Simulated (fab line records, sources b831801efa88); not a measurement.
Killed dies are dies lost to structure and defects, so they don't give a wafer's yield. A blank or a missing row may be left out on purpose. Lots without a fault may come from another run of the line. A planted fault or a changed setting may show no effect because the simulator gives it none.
One fault seen from 2 desks | flow sky130 | each desk has only its own numbers; what lay behind them comes last

THE METROLOGY DESK
What the gauges read, lot by lot, whatever tool the lot ran on: means of the sampled wafers that have a number. A lot is out of limits, marked OUT, if its mean lies more than 4 standard deviations from the usual mean; the brackets give that distance.
Columns: A = VIA3_HDPCVD_THK at SKY_VIA3_THK_MEAS_01, usual 1624 nm
lot  | first seen here | A
L619 | day 38 23:04    | 1617
L620 | day 39 04:26    | 1629
L621 | day 39 20:31    | 1625
L622 | day 40 00:04    | 1600
L629 | day 42 02:23    | 1631
L630 | day 42 11:50    | 1538 (-4.5) OUT
L632 | day 42 15:37    | 1527 (-5.1) OUT
L634 | day 43 02:06    | 1626
L635 | day 43 10:12    | 1596
L636 | day 43 19:13    | 1614
L637 | day 43 22:46    | 1625
L641 | day 44 22:14    | 1607
This desk's finding: out of limits on L630, L632; first on L630, day 42 11:50 (VIA3_HDPCVD_THK at SKY_VIA3_THK_MEAS_01). In limits: L619, L620, L621, L622, L629, L634, L635, L636, L637, L641.

THE TOOL OWNER'S DESK: hdpcvd-01
The tool's own readings at SKY_VIA3_HDPCVD_00 (deposits SiO2, target thk 1635 nm, time 272.5 s): means of the sampled wafers that have a number, for each lot that ran on this tool. A lot is out of limits, marked OUT, if its mean lies more than 4 standard deviations from the usual mean; the brackets give that distance.
Columns: A = pressure_mtorr at SKY_VIA3_HDPCVD_00, usual 6.001 mTorr; B = run_length_s at SKY_VIA3_HDPCVD_00, usual 300.3 s; C = sih4_flow_sccm at SKY_VIA3_HDPCVD_00, usual 59.98 sccm
lot  | first seen here | A     | B               | C
L619 | day 38 22:53    | 6.005 | 300.5           | 60.15
L621 | day 39 20:21    | 6.007 | 300.4           | 59.95
L629 | day 42 02:13    | 6.020 | 300.5           | 59.90
L630 | day 42 11:40    | 6.006 | 282.3 (-38) OUT | 59.93
L632 | day 42 15:25    | 6.001 | 282.6 (-38) OUT | 59.89
This desk's finding: out of limits on L630, L632; first on L630, day 42 11:40 (run_length_s at SKY_VIA3_HDPCVD_00). In limits: L619, L621, L629.

PUT TOGETHER
The tool owner's desk could have raised an alarm at day 42 11:40, on L630, L632.
The metrology desk could have raised an alarm at day 42 11:50, on L630, L632.
Of the lots named, all ran SKY_VIA3_HDPCVD_00 on hdpcvd-01.

WHAT THE SIMULATOR HAD PUT IN
Process parameter drift: hdpcvd-01, from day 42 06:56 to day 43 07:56, at SKY_VIA3_HDPCVD_00. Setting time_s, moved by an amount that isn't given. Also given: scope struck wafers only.
Lots struck among those shown: L630, L632.
Hours from the fault's start to each desk's first reading out of limits: the tool owner's desk, 5; the metrology desk, 5.
